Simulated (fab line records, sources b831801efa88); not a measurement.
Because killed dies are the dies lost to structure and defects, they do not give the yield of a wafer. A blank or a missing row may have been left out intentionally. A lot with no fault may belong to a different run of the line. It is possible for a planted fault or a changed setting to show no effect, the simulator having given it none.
Split-lot experiment | flow sfqLine | 5 lots, 23 wafers read, on a route of 325 steps

## SPLIT DETAILS
At SFQ_TRILAYER_M2_LITHO_COAT_057 (resist thk 600 nm), the setting resistThkNm was moved away from the recipe's 600 nm on 9 of the 23 wafers read, by -3.7% to +5.7%. For the rest of the wafers, this setting stayed at what the recipe calls for.

## FROM THE SPLIT TO THE READING: what the file shows between them, 4 steps
- SFQ_TRILAYER_M2_LITHO_SOFTBAKE_061
- SFQ_TRILAYER_M2_LITHO_EXPOSE_058: exposes mask M2, target cd 500 nm
- SFQ_TRILAYER_M2_LITHO_DEVELOP_059: time 60 s
- SFQ_TRILAYER_M2_BARC_OPEN_METAL_ETCH_077: etches BARC in O2, target depth 125 nm, time 41.7 s

## THE READING
KrF_of_TRILAYER_M2_LITHO_COAT_057.thkNm (the simulator's own value, which no gauge read), in nm, at SFQ_TRILAYER_M2_ETCH_METAL_ETCH_060 (etches Nb in Cl2/Ar, stops on SiO2, target depth 240 nm, time 120 s). The file gives no usual value for it. Average 387.0 nm, standard deviation 7.5 nm, over the 14 wafers here run with the recipe.

wafer  | tool, chamber at the split | resistThkNm as run, nm | against the recipe | KrF_of_TRILAYER_M2_LITHO_COAT_057.thkNm, nm | against lot-mates on the recipe
L074.1 | lithoTrack-02, 0           | 600                    | recipe             | 385.3                                       | -
L074.3 | lithoTrack-02, 0           | 600                    | recipe             | 384.7                                       | -
L074.6 | lithoTrack-02, 0           | 600                    | recipe             | 377.8                                       | -
L075.2 | lithoTrack-03, 0           | 577.7                  | -3.7%              | 374.6                                       | -20.0
L075.3 | lithoTrack-03, 0           | 577.7                  | -3.7%              | 360.8                                       | -33.8
L075.4 | lithoTrack-03, 0           | 600                    | recipe             | 392.6                                       | -
L075.5 | lithoTrack-03, 0           | 577.7                  | -3.7%              | 356.1                                       | -38.5
L075.6 | lithoTrack-03, 0           | 600                    | recipe             | 396.7                                       | -
L079.1 | lithoTrack-03, 0           | 600                    | recipe             | 400.7                                       | -
L079.3 | lithoTrack-03, 0           | 600                    | recipe             | 399.3                                       | -
L079.4 | lithoTrack-03, 0           | 618.3                  | +3.0%              | 411.1                                       | +19.8
L079.5 | lithoTrack-03, 0           | 618.3                  | +3.0%              | 405.4                                       | +14.1
L079.6 | lithoTrack-03, 0           | 600                    | recipe             | 373.9                                       | -
L083.1 | lithoTrack-01, 0           | 600                    | recipe             | 384.5                                       | -
L083.2 | lithoTrack-01, 0           | 634.1                  | +5.7%              | 411.5                                       | +27.6
L083.3 | lithoTrack-01, 0           | 600                    | recipe             | 385.5                                       | -
L083.4 | lithoTrack-01, 0           | 600                    | recipe             | 381.6                                       | -
L083.6 | lithoTrack-01, 0           | 634.1                  | +5.7%              | 411.7                                       | +27.8
L084.1 | lithoTrack-01, 0           | 586                    | -2.3%              | 369                                         | -16.2
L084.2 | lithoTrack-01, 0           | 586                    | -2.3%              | 367                                         | -18.2
L084.3 | lithoTrack-01, 0           | 600                    | recipe             | 385.7                                       | -
L084.4 | lithoTrack-01, 0           | 600                    | recipe             | 382.5                                       | -
L084.5 | lithoTrack-01, 0           | 600                    | recipe             | 387.3                                       | -

FIT RESULTS
A straight line over all 23 wafers: KrF_of_TRILAYER_M2_LITHO_COAT_057.thkNm changes by +5.59 nm for each +1% of resistThkNm; r = +0.88; the points scatter about the line by 7.5 nm.
The same after taking each lot's own level away (the mean of its wafers on the recipe; 23 wafers): +6.24 nm for each +1%; r = +0.92; scatter 6.7 nm.
On that fit, the largest move of resistThkNm shifts the reading by 35 nm.
Across the lots, their own levels run from 382.60 to 394.65 nm, a range of 1.6 times the standard deviation given above.
In other words, the slope is changed by the lot-to-lot level; the two fits disagree.
Check: +35.6 nm against its lot-mates is what the line predicts for one of the wafers moved furthest among these (+5.7%) when that wafer is left out of the fit. It came out at +27.6 nm against them.

## FURTHER SPLITS ON THESE WAFERS
Before the reading, these wafers also passed through other splits. Each is held against what the fit with the lots' levels taken away leaves over:
other split on the same wafers                 | wafers away from the commonest value | r with KrF_of_TRILAYER_M2_LITHO_COAT_057.thkNm (lot level and that fit taken away)
SFQ_TRILAYER_L0_VIA_LITHO_EXPOSE_014 doseMj    | 7                                    | +0.06
SFQ_TRILAYER_L0_VIA_LITHO_PEB_016 pebTimeS     | 5                                    | -0.38
SFQ_TRILAYER_M0_LITHO_COAT_026 spinRpm         | 5                                    | +0.36
SFQ_TRILAYER_M0_BARC_OPEN_METAL_ETCH_031 timeS | 11                                   | -0.40
SFQ_TRILAYER_I0_VIA_LITHO_COAT_036 spinRpm     | 6                                    | -0.03
SFQ_TRILAYER_M1_BARC_OPEN_METAL_ETCH_054 timeS | 7                                    | -0.02

## THE WHOLE CHAIN: every reading that the file lists as answering this split, in the file's order
step                                     | what it does                                                        | reading                                                                                  | change (the file's fit)              | r (the file's)
SFQ_TRILAYER_M2_LITHO_COAT_057           | resist thk 600 nm                                                   | KrF_of_TRILAYER_M2_LITHO_COAT_057.thkNm (the simulator's own value, which no gauge read) | +6.06 nm for each +1% of the setting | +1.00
SFQ_TRILAYER_M2_BARC_OPEN_METAL_ETCH_077 | etches BARC in O2, target depth 125 nm, time 41.7 s                 | KrF_of_TRILAYER_M2_LITHO_COAT_057.thkNm (the simulator's own value, which no gauge read) | +5.91 nm for each +1% of the setting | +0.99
SFQ_TRILAYER_M2_ETCH_METAL_ETCH_060      | etches Nb in Cl2/Ar, stops on SiO2, target depth 240 nm, time 120 s | KrF_of_TRILAYER_M2_LITHO_COAT_057.thkNm (the simulator's own value, which no gauge read) | +5.98 nm for each +1% of the setting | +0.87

## THE FILE'S OWN FIT
KrF_of_TRILAYER_M2_LITHO_COAT_057.thkNm changes by +5.98 nm for each +1% of resistThkNm, r = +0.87.
